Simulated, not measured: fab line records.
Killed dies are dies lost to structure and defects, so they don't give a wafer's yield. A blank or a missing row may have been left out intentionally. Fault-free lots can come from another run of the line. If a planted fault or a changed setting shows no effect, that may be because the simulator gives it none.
fab line records	flow sky130
record: lots: 7	wafers: 21	lastDay: 49
route steps=708 shown LI_CONTACT@374 PAD_OPEN@708
lots that met no fault: from a run of the same line without faults
startH: hours from the record's opening day to when the first of the lot's shown wafers began	waitH: how many hours have passed since the lot's step before this one	" same as the row above	L1.1+2: a row that stands for several wafers	- no value, or no start was given	* or withheld: withheld	< > ~ a bound
route shown NAME@n: NAME is a module with steps in the file, n the number in the route of the first one	usual: mean/standard deviation taken from wafers without a fault	same: alike in all rows	chamber/n: place in a boat	sites: per-site readings	_std_site: the values' standard deviation	_edge_site: mean of outer sites minus mean of inner sites	radiusMm: how far each site lies from the wafer's centre	mask NAME#n: copy n	behind: the most recent tool/chamber to have shaped the wafer	hold: what put the lot on hold/how long, in hours/how the hold closed	device: whichever transistor did not switch (one of n, p or np)	end of line: the route-end tests of the same wafers	a step without rows: its recipe alone	killed: dies lost to structure and defects at the first sort, not the wafer's yield	map: shows each die of a wafer: x if killed, . if not, _ if none is there
set.NAME: the run value of the setting; set.NAME@STEP: its run value at that earlier step	model.NAME: the simulator's own value behind a step, which no gauge read
lots at some steps of the route; a table a step, a row a wafer
services: from which hour (startH, from the record's first day; less than 0 if before it) a tool's chamber was out of use, for how many hours, and why
== steps ==
step: SKY_LI_CONTACT_CD_MEAS_12
recipe: targetCdNm: 170
usual: cdNm: 170.1/1.3
lot.wafer	tool	chamber	startH	waitH	cdNm
L285.1	cdSem-02	-	734.74	-	170.5
L285.3	"	-	"	"	170.7
L285.6	"	-	"	"	169.6
L284.1	cdSem-02	-	737.64	-	169.8
L284.2	"	-	"	"	169.9
L284.6	"	-	"	"	168.9
L290.1	cdSem-01	-	775.94	-	170.1
L290.3	"	-	"	"	169.8
L290.6	"	-	"	"	169.3
L291.3	cdSem-02	-	784.30	-	170.8
L291.5	"	-	"	"	170.2
L291.6	"	-	"	"	170.4
L292.2	cdSem-02	-	796.63	-	169.5
L292.4	"	-	"	"	170.3
L292.6	"	-	"	"	170.7
L297.2	cdSem-02	-	820.49	-	169.7
L297.3	"	-	"	"	168.7
L297.6	"	-	"	"	167.7
L299.1	cdSem-02	-	830.06	-	169.4
L299.2	"	-	"	"	170.7
L299.6	"	-	"	"	170.6
step: SKY_LI_CONTACT_OVL_MEAS_13
usual: LI_CONTACT_OVL: -5/4.7
lot.wafer	tool	chamber	startH	waitH	LI_CONTACT_OVL[nm]
L285.1	overlay-01	-	734.86	0.1	-9
L285.3	"	-	"	"	-2
L285.6	"	-	"	"	-5
L284.1	overlay-01	-	737.76	0.1	-6
L284.2	"	-	"	"	-2
L284.6	"	-	"	"	-3
L290.1	overlay-01	-	776.06	0.1	-17
L290.3	"	-	"	"	-13
L290.6	"	-	"	"	-13
L291.3	overlay-02	-	784.39	0.1	-5
L291.5	"	-	"	"	-4
L291.6	"	-	"	"	1
L292.2	overlay-01	-	796.74	0.1	-11
L292.4	"	-	"	"	-7
L292.6	"	-	"	"	-10
L297.2	overlay-01	-	820.59	0.1	1
L297.3	"	-	"	"	2
L297.6	"	-	"	"	2
L299.1	overlay-01	-	830.18	0.1	-11
L299.2	"	-	"	"	-15
L299.6	"	-	"	"	-10
step: SKY_LI_CONTACT_ETCH_14
recipe: chemistry: N2/H2	target: BARC	ionEnergyEv: 200	sourceW: 500	biasW: 100	pressureMtorr: 30	n2FlowSccm: 100	h2FlowSccm: 200	stopOn: SiO2	timeS: 45.9	targetDepthA: 600
usual: drypumpMotorCurrentA: 5.9/0.39	oesProductAu: 0.855/0.0047	throttleValvePct: 13.225/0.0092
lot.wafer	tool	chamber	startH	waitH	drypumpMotorCurrentA	oesProductAu	rfHoursCounterH	throttleValvePct
L285.1	rieDiel-02	0	734.89	0.0	6.0	0.854	2	13.231
L285.3	"	3	"	"	5.5	0.859	39	13.230
L285.6	"	0	"	"	6.0	0.857	-	13.226
L284.1	rieDiel-02	0	737.79	0.0	6.1	0.856	2	13.217
L284.2	"	1	"	"	6.1	0.858	6	13.235
L284.6	"	0	"	"	6.1	0.850	-	13.222
L290.1	rieDiel-02	0	776.09	0.0	6.1	0.860	4	13.220
L290.3	"	1	"	"	6.2	0.855	7	13.220
L290.6	"	2	"	"	5.8	0.860	-	13.239
L291.3	rieDiel-03	1	784.42	0.0	6.0	0.854	19	13.229
L291.5	"	1	"	"	6.0	0.852	-	13.230
L291.6	"	0	"	"	6.4	0.856	-	13.229
L292.2	rieDiel-03	3	796.77	0.0	6.0	0.855	2	13.236
L292.4	"	1	"	"	6.0	0.851	20	13.228
L292.6	"	3	"	"	6.0	0.853	-	13.225
L297.2	rieDiel-01	1	820.62	0.0	6.3	0.857	8	13.220
L297.3	"	2	"	"	5.6	0.861	5	13.222
L297.6	"	1	"	"	6.3	0.853	-	13.221
L299.1	rieDiel-01	0	830.22	0.0	5.7	0.856	23	13.216
L299.2	"	1	"	"	6.3	0.855	8	13.218
L299.6	"	1	"	"	6.3	0.858	-	13.239
step: SKY_LI_CONTACT_ETCH_15
recipe: target: PSG	chemistry: C4F8/O2/Ar	stopOn: Si	taperDeg: 4.15	maskMaterial: KrF-thick	sourceW: 1447	biasW: 1200	pressureMtorr: 40	c4f8FlowSccm: withheld	O2_flow_sccm: 6	Ar_flow_sccm: 300	timeS: withheld	targetDepthA: 6000
step: SKY_LI_CONTACT_STRIP_16
recipe: chemistry: O2/N2	powerW: 1400	pressureMtorr: 1500	platenTempC: withheld	o2FlowSccm: 3000	n2FlowSccm: 300	overashFraction: 0.5
usual: drypumpMotorCurrentA: 5.98/0.15	oesProductAu: 0.378/0.0047	stripTimeToEndpointS: 3.53/0.036
same: overashFraction: 0.5
lot.wafer	tool	chamber	startH	waitH	drypumpMotorCurrentA	oesProductAu	rfHoursCounterH	stripTimeToEndpointS
L285.1	plasmaAsher-01	0	735.02	-	5.70	0.383	30	3.52
L285.3	"	0	"	"	5.72	0.382	-	3.55
L285.6	"	1	"	"	5.73	0.380	-	3.53
L284.1	plasmaAsher-01	1	737.92	-	5.77	0.380	31	3.54
L284.2	"	0	"	"	5.72	0.378	31	3.58
L284.6	"	0	"	"	5.74	0.369	-	3.54
L290.1	plasmaAsher-03	0	776.22	-	6.13	0.382	63	3.58
L290.3	"	0	"	"	6.16	0.384	-	3.60
L290.6	"	1	"	"	5.97	0.387	-	3.56
L291.3	plasmaAsher-01	0	784.58	-	5.69	0.374	-	3.48
L291.5	"	1	"	"	5.74	0.381	-	3.53
L291.6	"	0	"	"	5.72	0.370	-	3.50
L292.2	plasmaAsher-04	0	796.89	-	6.05	0.380	97	3.54
L292.4	"	1	"	"	5.98	0.376	-	3.53
L292.6	"	1	"	"	6.01	0.377	-	3.53
L297.2	plasmaAsher-01	1	820.75	-	5.76	0.374	39	3.50
L297.3	"	0	"	"	5.74	0.376	-	3.52
L297.6	"	0	"	"	5.72	0.379	-	3.52
L299.1	plasmaAsher-03	0	830.34	-	6.15	0.374	69	3.47
L299.2	"	1	"	"	5.96	0.370	69	3.52
L299.6	"	1	"	"	5.98	0.375	-	3.52
step: SKY_LI_CONTACT_CLEAN_17
recipe: chemistry: NMP	timeS: 600	tempC: 60	dry: n2Spin
step: SKY_LI_CONTACT_PRE_CLEAN_18
recipe: gas: Ar	timeS: 5.6	biasV: 358
step: SKY_LI_CONTACT_SPUTTER_19
recipe: material: Ti	targetThkNm: 20	chamberPressurePa: 5	powerW: 2500	substrateTempC: 200	timeS: 106.37
usual: throttleValvePct: 30.0/1.2
lot.wafer	tool	chamber	startH	waitH	throttleValvePct
L285.1	pvdSputter-01	-	735.33	0.0	29.4
L285.3	"	-	"	"	30.4
L285.6	"	-	"	"	29.8
L284.1	pvdSputter-03	-	738.23	0.0	28.1
L284.2	"	-	"	"	30.8
L284.6	"	-	"	"	30.0
L290.1	pvdSputter-03	-	776.52	0.0	28.3
L290.3	"	-	"	"	29.8
L290.6	"	-	"	"	28.7
L291.3	pvdSputter-02	-	784.84	0.0	32.2
L291.5	"	-	"	"	28.4
L291.6	"	-	"	"	31.8
L292.2	pvdSputter-03	-	797.20	0.0	28.5
L292.4	"	-	"	"	31.4
L292.6	"	-	"	"	31.6
L297.2	pvdSputter-02	-	821.06	0.0	32.0
L297.3	"	-	"	"	28.5
L297.6	"	-	"	"	32.3
L299.1	pvdSputter-02	-	830.64	0.0	30.1
L299.2	"	-	"	"	28.5
L299.6	"	-	"	"	29.6
step: SKY_LI_CONTACT_SPUTTER_20
recipe: material: TiN	targetThkNm: 20	chamberPressurePa: 5	powerW: 4000	timeS: 80
usual: throttleValvePct: 30.0/1.2
lot.wafer	tool	chamber	startH	waitH	throttleValvePct
L285.1	pvdSputter-01	-	735.41	0.0	29.6
L285.3	"	-	"	"	30.2
L285.6	"	-	"	"	29.9
L284.1	pvdSputter-03	-	738.31	0.0	28.3
L284.2	"	-	"	"	30.9
L284.6	"	-	"	"	30.2
L290.1	pvdSputter-03	-	776.59	0.0	28.5
L290.3	"	-	"	"	29.7
L290.6	"	-	"	"	28.5
L291.3	pvdSputter-02	-	784.91	0.0	32.1
L291.5	"	-	"	"	28.6
L291.6	"	-	"	"	32.0
L292.2	pvdSputter-03	-	797.28	0.0	28.4
L292.4	"	-	"	"	31.2
L292.6	"	-	"	"	31.3
L297.2	pvdSputter-02	-	821.14	0.0	32.1
L297.3	"	-	"	"	28.5
L297.6	"	-	"	"	31.9
L299.1	pvdSputter-02	-	830.71	0.0	29.8
L299.2	"	-	"	"	28.3
L299.6	"	-	"	"	29.7
step: SKY_LI_CONTACT_CVD_21
recipe: material: W	targetThkNm: 400	timeS: 120.56	tempC: 400	pressureTorr: 40
usual: heaterPowerW: 892/65
lot.wafer	tool	chamber	startH	waitH	heaterPowerW
L285.1	cvdW-01	0	735.47	0.0	891
L285.3	"	1	"	"	880
L285.6	"	1	"	"	861
L284.1	cvdW-01	0	738.37	0.0	885
L284.2	"	1	"	"	880
L284.6	"	1	"	"	870
L290.1	cvdW-02	1	776.65	0.0	814
L290.3	"	0	"	"	994
L290.6	"	1	"	"	821
L291.3	cvdW-01	1	785.02	0.1	867
L291.5	"	0	"	"	882
L291.6	"	1	"	"	854
L292.2	cvdW-01	0	797.34	0.0	881
L292.4	"	0	"	"	862
L292.6	"	0	"	"	867
L297.2	cvdW-02	0	821.20	0.0	1008
L297.3	"	0	"	"	1019
L297.6	"	0	"	"	982
L299.1	cvdW-02	1	830.77	0.0	810
L299.2	"	0	"	"	994
L299.6	"	0	"	"	998
step: SKY_LI_CONTACT_RS_MEAS_22
recipe: thkMeasGauge: four-point-probe	reads: W_of_LI_CONTACT_CVD_21+TiN_of_LI_CONTACT_SPUTTER_20+Ti_of_LI_CONTACT_SPUTTER_19
usual: LI_CONTACT_W_RS: 0.286/0.0034
lot.wafer	tool	chamber	startH	waitH	LI_CONTACT_W_RS[ohm/sq]
L285.1	filmMetro-02	-	735.59	0.1	0.288
L285.3	"	-	"	"	0.285
L285.6	"	-	"	"	0.283
L284.1	filmMetro-01	-	738.49	0.1	0.292
L284.2	"	-	"	"	0.291
L284.6	"	-	"	"	0.287
L290.1	filmMetro-02	-	776.78	0.1	0.286
L290.3	"	-	"	"	0.290
L290.6	"	-	"	"	0.286
L291.3	filmMetro-01	-	785.14	0.1	0.283
L291.5	"	-	"	"	0.283
L291.6	"	-	"	"	0.283
L292.2	filmMetro-04	-	797.49	0.1	0.284
L292.4	"	-	"	"	0.283
L292.6	"	-	"	"	0.286
L297.2	filmMetro-04	-	821.34	0.1	0.289
L297.3	"	-	"	"	0.291
L297.6	"	-	"	"	0.292
L299.1	filmMetro-02	-	830.90	0.1	0.284
L299.2	"	-	"	"	0.289
L299.6	"	-	"	"	0.291
step: SKY_LI_CONTACT_THK_MEAS_23
recipe: thkMeasGauge: xrf	reads: W_of_LI_CONTACT_CVD_21
usual: LI_CONTACT_W_THK: 410/5.7
lot.wafer	tool	chamber	startH	waitH	LI_CONTACT_W_THK[nm]
L285.1	filmMetro-02	-	735.71	0.1	411
L285.3	"	-	"	"	413
L285.6	"	-	"	"	418
L284.1	filmMetro-01	-	738.61	0.1	399
L284.2	"	-	"	"	396
L284.6	"	-	"	"	404
L290.1	filmMetro-02	-	776.90	0.1	412
L290.3	"	-	"	"	405
L290.6	"	-	"	"	412
L291.3	filmMetro-01	-	785.24	0.1	412
L291.5	"	-	"	"	409
L291.6	"	-	"	"	409
L292.2	filmMetro-04	-	797.60	0.1	414
L292.4	"	-	"	"	415
L292.6	"	-	"	"	411
L297.2	filmMetro-04	-	821.45	0.1	405
L297.3	"	-	"	"	401
L297.6	"	-	"	"	397
L299.1	filmMetro-02	-	831.02	0.1	409
L299.2	"	-	"	"	403
L299.6	"	-	"	"	400
step: SKY_LI_CONTACT_CMP_24
recipe: stopOn: PSG	tOverpolishS: 20	downForcePsi: 3.5	platenRpm: 60	targetThkNm: 0	padVelocityMS: 0.94248
usual: edgeZonePressureFrac: 1.000/0.0052	headPressurePsi: 3.499/0.0074	motorCurrentA: 11.1/1.4	overpolishRunS: 20.001/0.0095	platenRpm: 60.00/0.038	slurryFlowMlMin: 149.9/0.48	timeToEndpointS: 97/3.9
lot.wafer	tool	chamber	startH	waitH	edgeZonePressureFrac	headPressurePsi	motorCurrentA	overpolishRunS	platenRpm	slurryFlowMlMin	timeToEndpointS	model.W_of_LI_CONTACT_CVD_21.thkNm	model.PSG_of_LI_CONTACT_HDPCVD_00.thkNm
L285.3	cmp-02	0	735.87	0.1	1.006	3.503	10.5	20.014	60.00	150.1	100	0	589.7
L285.1	"	1	"	"	0.995	3.506	13.4	20.000	59.99	149.2	97	0	589.5
L285.6	"	2	"	"	1.000	3.515	11.3	20.012	60.03	151.5	102	0	589.9
L284.2	cmp-02	2	738.77	0.1	1.004	3.491	11.7	19.993	60.00	149.6	99	0	587.6
L284.1	"	3	"	"	0.996	3.512	10.4	20.011	59.99	149.9	96	0	586.9
L284.6	"	0	"	"	1.002	3.504	10.1	20.006	60.00	150.7	97	0	589.2
L290.1	cmp-01	3	777.06	0.1	-	-	-	-	-	-	-	397.8	592
L290.3	"	0	"	"	-	-	-	-	-	-	-	392.7	594.1
L290.6	"	2	"	"	-	-	-	-	-	-	-	398.4	592.7
L291.3	cmp-02	0	785.38	0.1	-	-	-	-	-	-	-	401.5	591.4
L291.5	"	2	"	"	-	-	-	-	-	-	-	402	591.4
L291.6	"	3	"	"	-	-	-	-	-	-	-	401.8	591
L292.2	cmp-01	1	797.65	0.0	-	-	-	-	-	-	-	401.6	590.6
L292.4	"	0	"	"	-	-	-	-	-	-	-	403.2	591.1
L292.6	"	2	"	"	-	-	-	-	-	-	-	398.6	590.4
L297.2	cmp-01	2	821.50	0.0	1.004	3.501	9.1	19.992	60.02	150.2	92	0	588.7
L297.3	"	1	"	"	1.004	3.489	10.9	20.007	60.02	150.1	98	0	588.5
L297.6	"	3	"	"	1.003	3.499	11.3	20.008	59.90	149.2	102	0	589.4
L299.1	cmp-02	0	831.08	0.1	0.999	3.499	10.4	19.999	60.01	150.9	95	0	587.4
L299.2	"	3	"	"	0.997	3.505	9.6	19.996	60.04	150.6	96	0	588.8
L299.6	"	1	"	"	1.007	3.499	12.8	20.005	60.07	150.3	94	0	588.6
step: SKY_PAD_OPEN_PROBE_99
usual: killed_at_M0_to_M3: 43/7.6	killed_at_M4_up: 2.8/1.9	killedAtContacts: 24/4.7	killedAtFrontEnd: 16/4.4	killedAtOther: 0.2/0.4	killedDies: 86/9.9	killedOnRim: 17/3.9	killedOpen: 47/8.2	killedShort: 39/6.3
same: grossDies: 492	killedAtBackSide: 0
lot.wafer	tool	chamber	startH	waitH	killed_at_M0_to_M3	killed_at_M4_up	killedAtContacts	killedAtFrontEnd	killedAtOther	killedDies	killedOnRim	killedOpen	killedShort
L290.1	prober-01	-	1148.73	0.1	30	6	442	14	0	492	96	37	31
L290.3	prober-01	-	1148.83	0.2	40	5	433	14	0	492	96	37	38
L290.6	prober-01	-	1148.98	0.2	32	1	438	21	0	492	96	35	43
L291.3	prober-02	-	1156.69	0.2	36	5	432	19	0	492	96	40	48
L291.5	prober-02	-	1156.79	0.2	31	2	438	21	0	492	96	45	35
L291.6	prober-02	-	1156.84	0.2	43	2	432	15	0	492	96	52	43
L292.2	prober-01	-	1162.93	0.1	49	1	426	16	0	492	96	51	43
L292.4	prober-01	-	1163.03	0.2	38	9	428	17	0	492	96	47	36
L292.6	prober-01	-	1163.13	0.2	38	1	435	18	0	492	96	42	41
L297.2	prober-02	-	1179.35	0.1	52	2	24	11	0	89	20	60	29
L297.3	prober-02	-	1179.40	0.2	41	3	23	18	1	86	26	41	45
L297.6	prober-02	-	1179.55	0.2	44	1	20	17	0	82	11	49	33
L299.1	prober-02	-	1182.99	0.1	46	3	28	18	0	95	18	46	49
L299.2	prober-02	-	1183.04	0.1	50	2	25	16	0	93	14	58	35
L299.6	prober-02	-	1183.24	0.2	51	0	23	11	0	85	24	44	41
killed by level:class
L290.1 LI_CONTACT:areaCmp=424 LI_CONTACT:geometricParticle:open=8 VIA1:geometricParticle:open=7 CONTACT:geometricParticle:short=5 FIELD_ISO:geometricParticle:open=4 METAL4:geometricParticle:short=4 VIA3:geometricParticle:open=4 VIA2:geometricParticle:open=4
L290.3 LI_CONTACT:areaCmp=417 FIELD_ISO:geometricParticle:short=6 CONTACT:geometricParticle:open=6 VIA2:geometricParticle:short=6 VIA1:geometricParticle:open=6 VIA3:geometricParticle:open=6 VIA1:geometricParticle:short=5 FIELD_ISO:geometricParticle:open=4
L290.6 LI_CONTACT:areaCmp=414 FIELD_ISO:geometricParticle:short=11 CONTACT:geometricParticle:open=10 METAL2:geometricParticle:short=7 LI_CONTACT:geometricParticle:open=6 FIELD_ISO:geometricParticle:open=5 VIA1:geometricParticle:short=5 CONTACT:geometricParticle:short=5
L291.3 LI_CONTACT:areaCmp=404 CONTACT:geometricParticle:open=9 METAL1:geometricParticle:short=9 LI_CONTACT:geometricParticle:open=8 POLY_GATE:geometricParticle:open=5 METAL2:geometricParticle:short=5 CONTACT:geometricParticle:short=5 FIELD_ISO:geometricParticle:short=4
L291.5 LI_CONTACT:areaCmp=412 CONTACT:geometricParticle:open=12 FIELD_ISO:geometricParticle:open=7 LI_CONTACT:geometricParticle:open=7 VIA1:geometricParticle:open=6 VIA2:geometricParticle:open=5 FIELD_ISO:geometricParticle:short=4 METAL1:geometricParticle:short=4
L291.6 LI_CONTACT:areaCmp=397 CONTACT:geometricParticle:open=16 VIA1:geometricParticle:open=9 CONTACT:geometricParticle:short=8 VIA2:geometricParticle:open=8 METAL1:geometricParticle:short=6 LI_CONTACT:geometricParticle:open=6 FIELD_ISO:geometricParticle:short=5
L292.2 LI_CONTACT:areaCmp=398 LI_CONTACT:geometricParticle:open=10 VIA1:geometricParticle:open=9 VIA1:geometricParticle:short=8 CONTACT:geometricParticle:open=7 METAL1:geometricParticle:short=7 VIA2:geometricParticle:open=7 VIA3:geometricParticle:open=6
L292.4 LI_CONTACT:areaCmp=409 CONTACT:geometricParticle:open=8 VIA1:geometricParticle:open=8 FIELD_ISO:geometricParticle:short=7 METAL4:geometricParticle:short=7 LI_CONTACT:geometricParticle:open=6 VIA1:geometricParticle:short=6 VIA2:geometricParticle:open=6
L292.6 LI_CONTACT:areaCmp=409 CONTACT:geometricParticle:open=11 CONTACT:geometricParticle:short=8 VIA2:geometricParticle:open=8 VIA1:geometricParticle:open=6 FIELD_ISO:geometricParticle:open=5 VIA1:geometricParticle:short=5 FIELD_ISO:geometricParticle:short=4
L297.2 CONTACT:geometricParticle:open=12 VIA1:geometricParticle:open=12 VIA2:geometricParticle:open=9 VIA3:geometricParticle:open=8 POLY_GATE:geometricParticle:open=5 METAL2:geometricParticle:short=5 LI_CONTACT:geometricParticle:open=4 VIA1:geometricParticle:short=4
L297.3 VIA1:geometricParticle:open=9 CONTACT:geometricParticle:open=7 CONTACT:geometricParticle:short=7 METAL1:geometricParticle:short=6 VIA2:geometricParticle:open=6 VIA3:geometricParticle:open=6 FIELD_ISO:geometricParticle:short=5 POLY_GATE:geometricParticle:short=5
L297.6 VIA1:geometricParticle:open=11 VIA3:geometricParticle:open=9 VIA2:geometricParticle:open=8 CONTACT:geometricParticle:open=7 FIELD_ISO:geometricParticle:open=6 VIA1:geometricParticle:short=6 FIELD_ISO:geometricParticle:short=5 LOCAL_INTERCONNECT:geometricParticle:short=5
L299.1 VIA1:geometricParticle:open=11 CONTACT:geometricParticle:open=10 VIA1:geometricParticle:short=10 LOCAL_INTERCONNECT:geometricParticle:short=8 FIELD_ISO:geometricParticle:open=6 METAL1:geometricParticle:short=5 METAL2:geometricParticle:short=5 POLY_GATE:geometricParticle:short=4
L299.2 VIA1:geometricParticle:open=18 LI_CONTACT:geometricParticle:open=10 CONTACT:geometricParticle:open=7 VIA1:geometricParticle:short=6 METAL1:geometricParticle:short=5 POLY_GATE:geometricParticle:open=5 LOCAL_INTERCONNECT:geometricParticle:short=5 VIA2:geometricParticle:open=5
L299.6 VIA1:geometricParticle:open=11 CONTACT:geometricParticle:open=9 METAL1:geometricParticle:short=9 METAL2:geometricParticle:short=6 VIA2:geometricParticle:short=5 LI_CONTACT:geometricParticle:open=5 VIA1:geometricParticle:short=5 VIA2:geometricParticle:open=5
map L290.1 (x killed, . not)
__________xxxxxxxxxx_________
________xxxxxxxxxxxxxx_______
______xxxxxxxxxxxxxxxxxx_____
_____xxxxxxxxxxxxxxxxxxxx____
____xxxxxxxxxxxxxxxxxxxxxx___
___xxxxxxxxxxxxxxxxxxxxxxxx__
__xxxxxxxxxxxxxxxxxxxxxxxxxx_
_xxxxxxxxxxxxxxxxxxxxxxxxxxxx
_xxxxxxxxxxxxxxxxxxxxxxxxxxxx
_xxxxxxxxxxxxxxxxxxxxxxxxxxxx
_xxxxxxxxxxxxxxxxxxxxxxxxxxxx
_xxxxxxxxxxxxxxxxxxxxxxxxxxxx
_xxxxxxxxxxxxxxxxxxxxxxxxxxxx
_xxxxxxxxxxxxxxxxxxxxxxxxxxxx
_xxxxxxxxxxxxxxxxxxxxxxxxxxxx
__xxxxxxxxxxxxxxxxxxxxxxxxxx_
___xxxxxxxxxxxxxxxxxxxxxxxx__
____xxxxxxxxxxxxxxxxxxxxxx___
_____xxxxxxxxxxxxxxxxxxxx____
______xxxxxxxxxxxxxxxxxx_____
________xxxxxxxxxxxxxx_______
__________xxxxxxxxxx_________
map L291.3 (x killed, . not)
__________xxxxxxxxxx_________
________xxxxxxxxxxxxxx_______
______xxxxxxxxxxxxxxxxxx_____
_____xxxxxxxxxxxxxxxxxxxx____
____xxxxxxxxxxxxxxxxxxxxxx___
___xxxxxxxxxxxxxxxxxxxxxxxx__
__xxxxxxxxxxxxxxxxxxxxxxxxxx_
_xxxxxxxxxxxxxxxxxxxxxxxxxxxx
_xxxxxxxxxxxxxxxxxxxxxxxxxxxx
_xxxxxxxxxxxxxxxxxxxxxxxxxxxx
_xxxxxxxxxxxxxxxxxxxxxxxxxxxx
_xxxxxxxxxxxxxxxxxxxxxxxxxxxx
_xxxxxxxxxxxxxxxxxxxxxxxxxxxx
_xxxxxxxxxxxxxxxxxxxxxxxxxxxx
_xxxxxxxxxxxxxxxxxxxxxxxxxxxx
__xxxxxxxxxxxxxxxxxxxxxxxxxx_
___xxxxxxxxxxxxxxxxxxxxxxxx__
____xxxxxxxxxxxxxxxxxxxxxx___
_____xxxxxxxxxxxxxxxxxxxx____
______xxxxxxxxxxxxxxxxxx_____
________xxxxxxxxxxxxxx_______
__________xxxxxxxxxx_________
== services ==
tool	chamber	startH	hours	kind
cvdW-02	-	715.79	6.9	pm
plasmaAsher-03	-	737.53	1.7	repair
rieDiel-03	0	738.67	1.9	repair
cmp-01	-	744.00	4.0	pm
cvdW-01	-	744.86	0.8	repair
rieDiel-03	2	747.69	1.2	repair
rieDiel-01	-	747.91	2.8	pm
cmp-01	-	748.00	-	consumableReplace:conditioner
cmp-01	-	748.00	-	consumableReplace:pad
cmp-01	-	748.00	8.8	pm
rieDiel-02	3	756.92	5.2	repair
pvdSputter-01	-	765.70	4.1	repair
rieDiel-02	3	792.84	-	clean
rieDiel-02	3	792.84	19.1	scheduledDown
rieDiel-02	3	792.84	19.1	ventCycle
cmp-01	-	814.65	0.2	repair
pvdSputter-01	-	825.58	0.7	repair
plasmaAsher-01	-	828.67	14.6	pm
== key ==
firstSign: step: SKY_LI_CONTACT_CMP_24	reading: toolRecord	direction: missing
effect: step: SKY_PAD_OPEN_PROBE_99	reading: killedAtContacts	direction: up	sigmas: 86	usual: 24	struck: 434
modelEffect: step: SKY_LI_CONTACT_CMP_24	value: W_of_LI_CONTACT_CVD_21.thkNm	without: 0	struck: 399.7
moreKillsBornAt: SKY_LI_CONTACT_CMP_24@cmp-01: 2458	SKY_LI_CONTACT_CMP_24@cmp-02: 1206
metAt SKY_LI_CONTACT_CMP_24
struckWafers L290.1,L290.3,L290.6,L291.3,L291.5,L291.6,L292.2,L292.4,L292.6
laterRowsLeftOut L290.1,L290.3,L290.6,L291.3,L291.5,L291.6,L292.2,L292.4,L292.6
testerLeftOut L290,L291,L292
onsetBetween 738.77 777.06
fault: kind: skippedStepWhole	tool: cmp-01,cmp-02	chamber: -	onsetH: 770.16	steps: SKY_LI_CONTACT_CMP_24	scope: struckLotsOnly
testerLeftOut: of these lots the tester's yield and bins aren't shown, on N5 and GAA mostly nor the transistor test; their killed dies are dies lost to structure and defects alone, not to doping, threshold or leakage, so they don't give the yield
laterRowsLeftOut: the simulator's readings of these wafers behind a module that went badly wrong aren't trusted and aren't shown, but for the sort
